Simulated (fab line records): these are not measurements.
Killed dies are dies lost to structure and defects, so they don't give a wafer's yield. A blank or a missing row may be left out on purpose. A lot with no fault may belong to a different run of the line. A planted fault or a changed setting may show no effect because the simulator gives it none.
Which tool is to blame? | flow sky130 | 13 lots, 39 wafers sampled, at 3 steps of a route of 708

## WHAT EACH GAUGE READ, for each wafer
SKY_METAL1_OVL_MEAS_16.
lot  | measured     | on         | METAL1_OVL (nm)
L924 | day 32 20:01 | overlay-02 | 2 5 4
L926 | day 33 17:23 | overlay-01 | -3 -6 -7
L927 | day 34 07:37 | overlay-02 | 3 1 0
L929 | day 34 20:42 | overlay-02 | 12 7 8
L930 | day 35 02:53 | overlay-01 | -2 0 -1
L931 | day 35 15:37 | overlay-02 | 0 -6 3
L934 | day 36 12:38 | overlay-01 | -1 -9 -3
L935 | day 36 13:17 | overlay-02 | 13 7 8
L940 | day 38 04:27 | overlay-02 | 6 6 1
L941 | day 38 11:47 | overlay-02 | 8 5 1
L942 | day 38 21:13 | overlay-01 | -2 -5 -4
L946 | day 40 02:03 | overlay-02 | 5 2 1
L947 | day 40 13:39 | overlay-01 | -1 8 1

## WHICH TOOL RAN EACH LOT (tool, then ch and the chambers of the sampled wafers, then the start)
lot  | SKY_LDD_LDN_IMPLANT_08          | SKY_RES_XHIGH_STRIP_08
L924 | implanter-03 ch 0, day 22 19:23 | plasma-asher-03 ch 0,1, day 26 17:36
L926 | implanter-03 ch 0, day 24 00:05 | plasma-asher-01 ch 0,1, day 27 17:56
L927 | implanter-01 ch 0, day 24 14:50 | plasma-asher-04 ch 0,1, day 28 09:54
L929 | implanter-01 ch 0, day 25 03:26 | plasma-asher-03 ch 0,1, day 28 20:11
L930 | implanter-01 ch 0, day 25 11:42 | plasma-asher-01 ch 1, day 29 04:48
L931 | implanter-03 ch 0, day 25 22:38 | plasma-asher-01 ch 0,1, day 29 17:49
L934 | implanter-04 ch 0, day 26 21:30 | plasma-asher-03 ch 0,1, day 30 15:07
L935 | implanter-03 ch 0, day 26 23:29 | plasma-asher-04 ch 0,1, day 30 16:10
L940 | implanter-01 ch 0, day 28 17:43 | plasma-asher-03 ch 0,1, day 32 09:40
L941 | implanter-01 ch 0, day 29 03:32 | plasma-asher-04 ch 0,1, day 32 17:37
L942 | implanter-01 ch 0, day 29 13:45 | plasma-asher-01 ch 0,1, day 33 03:52
L946 | implanter-03 ch 0, day 30 23:43 | plasma-asher-04 ch 0,1, day 34 10:37
L947 | implanter-04 ch 0, day 31 10:29 | plasma-asher-04 ch 0,1, day 34 23:07
- SKY_LDD_LDN_IMPLANT_08
- SKY_RES_XHIGH_STRIP_08: strips in O2/N2.

## WHAT THE TOOLS THEMSELVES READ (means of the sampled wafers that have a number; where no wafer has one, the mark that the record gives instead)
SKY_LDD_LDN_IMPLANT_08.
lot  | tool         | beam-energy-keV
L924 | implanter-03 | 15.005
L926 | implanter-03 | 14.996
L927 | implanter-01 | 15.007
L929 | implanter-01 | 15.002
L930 | implanter-01 | 14.999
L931 | implanter-03 | 15.001
L934 | implanter-04 | 15.003
L935 | implanter-03 | 15.004
L940 | implanter-01 | 18.551
L941 | implanter-01 | 18.559
L942 | implanter-01 | 18.552
L946 | implanter-03 | 15.000
L947 | implanter-04 | 14.990

SKY_RES_XHIGH_STRIP_08.
lot  | tool            | drypump-motor-current-A (A) | oes-product-au (a.u.) | strip-time-to-endpoint-s (s)
L924 | plasma-asher-03 | 5.2                         | 0.711                 | 14.27
L926 | plasma-asher-01 | 5.7                         | 0.712                 | 14.25
L927 | plasma-asher-04 | 5.3                         | 0.707                 | 14.26
L929 | plasma-asher-03 | 5.4                         | 0.707                 | 14.24
L930 | plasma-asher-01 | 5.6                         | 0.707                 | 14.19
L931 | plasma-asher-01 | 5.7                         | 0.716                 | 14.29
L934 | plasma-asher-03 | 5.2                         | 0.715                 | 14.27
L935 | plasma-asher-04 | 5.3                         | 0.712                 | 14.29
L940 | plasma-asher-03 | 5.2                         | 0.711                 | 14.27
L941 | plasma-asher-04 | 5.7                         | 0.708                 | 14.27
L942 | plasma-asher-01 | 5.7                         | 0.715                 | 14.21
L946 | plasma-asher-04 | 5.7                         | 0.710                 | 14.34
L947 | plasma-asher-04 | 5.3                         | 0.709                 | 14.33

## THE ANSWER, worked out from the rows above alone
Rule: usual is defined by the lots themselves. The widest of any qualifying gaps counts: lots, ordered by their means at a reading, are off when they make up no more than a third of the lots, leave a main group of 4 or more, and stand apart from it by 3 or more times the standard deviation of that group's means. A main group is skipped when, at the precision printed for the reading in the tables above, its means are all equal. A lot without any number at a reading at which 4 lots or more have one is off too. Where the step has rows for the other lots, those lots are counted as sound. After the gauges, taken in route order, come the tools' own readings; for these a lot's mean is taken, as printed above. The first step at which some lot is off is used, and at that step the reading that is off furthest; a lot without a number counts as furthest.
Off: L940, L941, L942 (SKY_LDD_LDN_IMPLANT_08, beam-energy-keV). For the main group the mean is 15.001 and the standard deviation 0.0046.
If a tool, at that step or one of the process steps before it, ran each lot that is off and ran no sound lot following the first of them, it fits. One candidate fits, namely implanter-01 at SKY_LDD_LDN_IMPLANT_08. Its last sound lot is L930 (day 25 11:42), its first lot that is off L940 (day 28 17:43): a fault that began between those two fits.
The tool's own readings at SKY_LDD_LDN_IMPLANT_08 bear it out: on the lots that are off they differ by more than 5 times the standard deviation of the sound lots' means. beam-energy-keV reads 18.554 there against 15.001 on the sound lots.

## WHAT WAS PUT IN BY THE SIMULATOR
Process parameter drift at SKY_LDD_LDN_IMPLANT_08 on implanter-01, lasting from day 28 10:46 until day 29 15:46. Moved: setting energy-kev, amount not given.
Lots struck among those shown: L940, L941, L942. This agrees with what the rule above found.
